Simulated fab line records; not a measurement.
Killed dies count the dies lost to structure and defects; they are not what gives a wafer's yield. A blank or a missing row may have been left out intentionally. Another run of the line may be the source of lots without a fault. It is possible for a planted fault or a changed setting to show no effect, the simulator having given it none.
The tool behind it: which one?	flow gf180mcu	11 lots with 33 wafers sampled at 6 steps, on a route of 602 steps

## WHAT EACH GAUGE READ, for each wafer
GF_M4_RS_MEAS_05: measurement is done with a four-point probe. Usual: for M4_ALCU_RS the level is 0.0696 ohm/sq and the standard deviation is 0.00084.
lot	measured	on	M4_ALCU_RS (ohm/sq)	flag
L551	day 22 11:00	film metro-02	0.0680 0.0671 0.0685	
L553	day 23 05:09	film metro-01	0.0698 0.0695 0.0698	
L554	day 23 07:42	film metro-01	0.0700 0.0705 0.0701	
L555	day 23 18:07	film metro-02	0.0639 0.0641 0.0645	OFF
L556	day 24 10:53	film metro-02	0.0657 0.0655 0.0661	OFF
L557	day 24 19:44	film metro-03	0.0661 0.0659 0.0662	OFF
L565	day 27 06:22	film metro-01	0.0707 0.0706 0.0713	
L566	day 27 16:56	film metro-03	0.0690 0.0697 0.0687	
L569	day 28 05:56	film metro-03	0.0698 0.0702 0.0697	
L573	day 29 08:41	film metro-02	0.0695 0.0701 0.0697	
L574	day 29 20:44	film metro-01	0.0699 0.0695 0.0704	

GF_M4_THK_MEAS_06: measures by xrf. Usual: for M4_ALCU_THK the level is 449 nm and the standard deviation is 5.6.
lot	measured	on	M4_ALCU_THK (nm)	flag
L551	day 22 11:07	film metro-02	457 462 453	
L553	day 23 05:16	film metro-01	451 453 452	
L554	day 23 07:49	film metro-01	452 446 448	
L555	day 23 18:14	film metro-02	485 487 481	OFF
L556	day 24 10:59	film metro-02	474 477 468	OFF
L557	day 24 19:49	film metro-03	471 470 471	OFF
L565	day 27 06:29	film metro-01	446 446 442	
L566	day 27 17:02	film metro-03	455 450 455	
L569	day 28 06:04	film metro-03	450 447 452	
L573	day 29 08:48	film metro-02	449 446 447	
L574	day 29 20:50	film metro-01	448 452 443	

GF_V4_THK_MEAS_01. Usual: for V4_CVD_00_THK the level is 598 nm and the standard deviation is 5.
lot	measured	on	V4_CVD_00_THK (nm)	flag
L551	day 23 10:38	film metro-04	593 596 603	
L553	day 24 04:29	film metro-02	601 614 608	
L554	day 24 07:32	film metro-02	597 596 597	
L555	day 24 17:15	film metro-02	594 594 602	
L556	day 25 09:11	film metro-03	593 600 596	
L557	day 25 18:05	film metro-04	598 585 594	
L565	day 28 02:53	film metro-03	604 596 594	
L566	day 28 13:27	film metro-02	589 587 593	
L569	day 29 01:57	film metro-03	603 599 604	
L573	day 30 04:36	film metro-03	603 603 601	
L574	day 30 16:12	film metro-03	605 594 602	

## WHICH TOOL RAN EACH LOT (tool, then ch and the chambers of the sampled wafers, then the start)
lot	GF_M4_SPUTTER_00	GF_M4_SPUTTER_02	GF_M4_STRIP_17
L551	pvd sputter-04, day 22 10:46	pvd sputter-04, day 22 10:53	plasma asher-03 ch 0,1, day 23 10:01
L553	pvd sputter-04, day 23 04:55	pvd sputter-04, day 23 05:02	plasma asher-02 ch 0,1, day 24 03:50
L554	pvd sputter-01, day 23 07:29	pvd sputter-01, day 23 07:37	plasma asher-01 ch 0,1, day 24 06:56
L555	pvd sputter-04, day 23 17:53	pvd sputter-04, day 23 18:01	plasma asher-01 ch 1, day 24 16:38
L556	pvd sputter-04, day 24 10:37	pvd sputter-04, day 24 10:45	plasma asher-01 ch 0,1, day 25 08:34
L557	pvd sputter-04, day 24 19:27	pvd sputter-04, day 24 19:35	plasma asher-03 ch 0,1, day 25 17:28
L565	pvd sputter-01, day 27 06:09	pvd sputter-01, day 27 06:17	plasma asher-02 ch 0,1, day 28 02:14
L566	pvd sputter-04, day 27 16:40	pvd sputter-04, day 27 16:48	plasma asher-03 ch 0,1, day 28 12:49
L569	pvd sputter-02, day 28 05:43	pvd sputter-02, day 28 05:51	plasma asher-03 ch 0,1, day 29 01:20
L573	pvd sputter-04, day 29 08:28	pvd sputter-04, day 29 08:35	plasma asher-02 ch 0,1, day 30 03:59
L574	pvd sputter-04, day 29 20:29	pvd sputter-04, day 29 20:37	plasma asher-01 ch 1, day 30 15:35
- GF_M4_SPUTTER_00: material Ti, target thk 37.5 nm, time 150 s.
- GF_M4_SPUTTER_02: material AlCu, target thk 450 nm, time 23.9 s.
- GF_M4_STRIP_17: strips in O2/N2.

## AS READ BY THE TOOLS THEMSELVES (means over the sampled wafers that have a number; for cases with no such wafer, the mark the record gives instead)
GF_M4_SPUTTER_00. Usual: cathode dc power W 4000.0 W, standard deviation 0.7; throttle valve pct 30.0 %, standard deviation 0.98.
lot	tool	cathode dc power W (W)	throttle valve pct (%)	flag
L551	pvd sputter-04	3999.8	30.1	
L553	pvd sputter-04	3999.7	30.5	
L554	pvd sputter-01	3999.5	29.9	
L555	pvd sputter-04	4000.6	30.2	
L556	pvd sputter-04	4000.6	30.8	
L557	pvd sputter-04	4000.1	28.8	
L565	pvd sputter-01	4000.6	29.8	
L566	pvd sputter-04	4001.0	30.0	
L569	pvd sputter-02	4000.5	29.3	
L573	pvd sputter-04	4000.6	30.9	
L574	pvd sputter-04	3999.8	30.4	

GF_M4_SPUTTER_02. Usual: cathode dc power W 10600 W, standard deviation 1.7; throttle valve pct 30.0 %, standard deviation 0.98.
lot	tool	cathode dc power W (W)	throttle valve pct (%)	flag
L551	pvd sputter-04	10599	30.0	
L553	pvd sputter-04	10600	30.3	
L554	pvd sputter-01	10602	29.9	
L555	pvd sputter-04	10598	30.1	
L556	pvd sputter-04	10600	30.8	
L557	pvd sputter-04	10600	28.9	
L565	pvd sputter-01	10599	30.1	
L566	pvd sputter-04	10599	30.2	
L569	pvd sputter-02	10599	29.3	
L573	pvd sputter-04	10599	30.8	
L574	pvd sputter-04	10601	30.3	

GF_M4_STRIP_17. Usual: drypump motor current A 5.9 A, standard deviation 0.31; heater power w 331 W, standard deviation 20; oes product au 0.535 a.u., standard deviation 0.005; strip time to endpoint s 7.36 s, standard deviation 0.038.
lot	tool	drypump motor current A (A)	heater power w (W)	oes product au (a.u.)	strip time to endpoint s (s)	flag
L551	plasma asher-03	6.2	323	0.540	7.38	
L553	plasma asher-02	5.9	326	0.537	7.35	
L554	plasma asher-01	5.8	329	0.530	7.33	
L555	plasma asher-01	6.0	301	0.536	7.40	
L556	plasma asher-01	5.8	330	0.539	7.33	
L557	plasma asher-03	6.0	331	0.532	7.37	
L565	plasma asher-02	5.9	328	0.538	7.36	
L566	plasma asher-03	6.2	328	0.539	7.36	
L569	plasma asher-03	6.2	331	0.532	7.31	
L573	plasma asher-02	5.9	325	0.538	7.35	
L574	plasma asher-01	6.0	299	0.535	7.38	

## THE ANSWER, worked out from the rows above alone
Rule: take the mean of a lot's wafers that have a number; if it is more than 3 standard deviations from the usual mean, the lot is off. Also off: a lot with no number at a reading for which 4 or more lots have one. All remaining lots with rows at the step are treated as sound. Order of review: gauges by route order, followed by the tools' own readings, for which a lot's mean as printed above is used. At the first step where some lot is off, the reading lying furthest off is the one used; lots without a number count as furthest.
Off: L555, L556, L557, seen at GF_M4_RS_MEAS_05 (M4_ALCU_RS).
If a tool, at a process step before that reading, ran all the lots that are off and no sound lot after the first of them, it fits. Those tools and the gauges at GF_M4_RS_MEAS_05 are tried in the same way. Not one of the candidates tried fits.

## WHAT WAS PUT IN BY THE SIMULATOR
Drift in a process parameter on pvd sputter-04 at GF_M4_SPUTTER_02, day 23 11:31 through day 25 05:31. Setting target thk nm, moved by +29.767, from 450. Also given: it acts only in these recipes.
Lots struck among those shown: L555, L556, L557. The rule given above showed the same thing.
